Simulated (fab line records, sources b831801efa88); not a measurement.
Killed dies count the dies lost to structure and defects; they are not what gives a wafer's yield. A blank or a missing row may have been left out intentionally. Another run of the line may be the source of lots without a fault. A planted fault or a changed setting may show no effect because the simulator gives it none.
Chamber matching	flow sky130	SKY_CONTACT_ETCH_16 on rie_diel-01: 4 sister chambers
The step etches BARC in N2/H2, stops on SiO2, time 45.9 s, target depth 60 nm. 14 wafers are shown with their chamber, then 7 later ones without.

## WAFERS PAIRED WITH THEIR CHAMBERS
wafer	chamber	drypump_motor_current_A (A)	oes_product_au (a.u.)	throttle_valve_pct (%)
L297.1	3	5.9	0.856	13.225
L297.4	2	6.0	0.857	13.218
L297.5	3	5.9	0.867	13.231
L299.1	1	5.6	0.846	13.233
L299.3	2	6.0	0.849	13.246
L299.5	0	6.2	0.850	13.215
L300.3	1	5.6	0.852	13.213
L300.5	1	5.6	0.843	13.219
L300.6	2	5.9	0.846	13.226
L302.2	0	6.2	0.846	13.211
L302.5	3	5.9	0.846	13.215
L302.6	0	6.2	0.858	13.229
L311.3	3	5.9	0.855	13.220
L311.4	0	6.1	0.850	13.229

SIGNATURES, as means of the wafers listed above
reading	chamber 0	chamber 1	chamber 2	chamber 3	scatter within a chamber
drypump_motor_current_A	6.175	5.600	5.967	5.900	0.0376
oes_product_au	0.85100	0.84700	0.85067	0.85600	0.00636
throttle_valve_pct	13.22100	13.22167	13.23000	13.22275	0.0102
Rule: for a wafer and a chamber, the distance is found by dividing, reading by reading, the gap between the wafer's reading and the chamber's mean by the reading's scatter, squaring, summing and taking the root. If the next closest chamber is less than 2 further off than the closest, the wafer can't be placed; otherwise it belongs to the closest. The scatter: take each reading less its chamber's mean, square it, sum over the shown wafers, divide by the number of wafers less the number of chambers, and take the root.

## WAFERS WHOSE CHAMBER IS MISSING
wafer	drypump_motor_current_A (A)	oes_product_au (a.u.)	throttle_valve_pct (%)
L311.6	6.2	0.855	13.225
L310.1	5.9	0.851	13.222
L310.2	5.6	0.859	13.222
L310.5	6.0	0.855	13.217
L316.3	6.0	0.851	13.226
L316.4	6.1	0.854	13.226
L316.6	5.5	0.857	13.224

## WHICH CHAMBER EACH WENT THROUGH
wafer	from the rows above	in truth
L311.6	0	0
L310.1	can't be placed: 3 or 2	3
L310.2	1	1
L310.5	can't be placed: 2 or 3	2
L316.3	can't be placed: 2 or 3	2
L316.4	can't be placed: 0 or 2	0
L316.6	1	1
3 of 7 placed correctly. From these rows, 4 cannot be placed; in 4 the true chamber is one of the candidates. Number placed wrongly: 0.
